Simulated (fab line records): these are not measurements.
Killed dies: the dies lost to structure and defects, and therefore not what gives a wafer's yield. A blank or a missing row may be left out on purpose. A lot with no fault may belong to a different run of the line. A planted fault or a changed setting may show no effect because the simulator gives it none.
Which tool did it? ; flow gf180mcu ; 12 lots, 36 wafers sampled, at 2 steps of a route of 602

WHAT THE GAUGES SHOWED, per wafer
GF_M3_CD_MEAS_14 targets a cd of 280 nm. Usual: cd_nm 279.9 nm, standard deviation 1.
lot;measured;on;cd_nm (nm);flag
L864;day 21 17:52;cd_sem-02;282.2 281.9 281.1;
L865;day 22 00:02;cd_sem-02;279.6 279.9 278.9;
L866;day 22 05:05;cd_sem-02;278.4 279.1 278.3;
L869;day 24 01:57;cd_sem-02;280.0 278.6 279.6;
L874;day 25 10:05;cd_sem-02;279.5 279.5 280.1;
L875;day 25 14:16;cd_sem-02;278.9 279.0 279.9;
L879;day 26 19:30;cd_sem-01;278.7 279.3 281.0;
L881;day 27 08:54;cd_sem-02;279.2 279.6 278.7;
L882;day 28 01:50;cd_sem-02;279.4 278.9 280.5;
L883;day 28 03:25;cd_sem-01;279.6 279.2 278.5;
L885;day 28 09:41;cd_sem-01;278.7 279.1 277.9;
L887;day 29 00:06;cd_sem-02;281.3 280.9 281.0;

WHICH TOOL RAN EACH LOT (tool, then ch and the chambers of the sampled wafers, then the start)
lot;GF_V2_STRIP_18
L864;plasma_asher-02 ch 0,1, day 20 16:41
L865;plasma_asher-01 ch 0,1, day 20 22:48
L866;plasma_asher-04 ch 0,1, day 21 03:54
L869;plasma_asher-04 ch 0,1, day 23 02:04
L874;plasma_asher-04 ch 0,1, day 24 11:11
L875;plasma_asher-01 ch 0,1, day 24 14:47
L879;plasma_asher-02 ch 0,1, day 25 21:11
L881;plasma_asher-01 ch 0,1, day 26 11:05
L882;plasma_asher-02 ch 0, day 27 04:49
L883;plasma_asher-02 ch 0,1, day 27 05:30
L885;plasma_asher-04 ch 0,1, day 27 12:38
L887;plasma_asher-02 ch 0,1, day 28 03:41
- GF_V2_STRIP_18: strips in O2/N2.

AS READ BY THE TOOLS THEMSELVES (means over the sampled wafers that have a number; for cases with no such wafer, the mark the record gives instead)
GF_V2_STRIP_18. Usual: chamber_pressure_mTorr 1500.1 mTorr, standard deviation 1.3; drypump_motor_current_A 5.7 A, standard deviation 0.33; heater_power_w 327 W, standard deviation 29; oes_product_au 0.593 a.u., standard deviation 0.0052.
lot;tool;chamber_pressure_mTorr (mTorr);drypump_motor_current_A (A);heater_power_w (W);oes_product_au (a.u.);flag
L864;plasma_asher-02;1502.0;5.8;329;0.596;
L865;plasma_asher-01;1498.3;6.0;331;0.593;
L866;plasma_asher-04;1500.2;5.5;349;0.595;
L869;plasma_asher-04;1500.5;5.5;340;0.588;
L874;plasma_asher-04;1499.9;5.4;337;0.591;
L875;plasma_asher-01;1501.9;6.0;325;0.594;
L879;plasma_asher-02;1499.2;5.8;328;0.594;
L881;plasma_asher-01;1499.6;5.8;303;0.593;
L882;plasma_asher-02;1499.7;5.7;314;0.593;
L883;plasma_asher-02;1498.1;5.7;321;0.597;
L885;plasma_asher-04;1500.5;5.4;335;0.592;
L887;plasma_asher-02;1500.1;5.8;320;0.589;

THE ANSWER, worked out from the rows above alone
Rule: lot off if the mean of its wafers having a number is beyond 3 standard deviations from the usual mean. A lot without any number at a reading at which 4 lots or more have one is off too. Any other lot the step has rows for is counted as sound. The gauges are gone through in route order, then the tools' own readings, and for those a lot's mean is taken as printed above. At the first step where some lot is off, the reading lying furthest off is the one used; lots without a number count as furthest.
Nothing can be told from this: no lot is off at any reading shown.

WHAT THE SIMULATOR HAD PUT IN
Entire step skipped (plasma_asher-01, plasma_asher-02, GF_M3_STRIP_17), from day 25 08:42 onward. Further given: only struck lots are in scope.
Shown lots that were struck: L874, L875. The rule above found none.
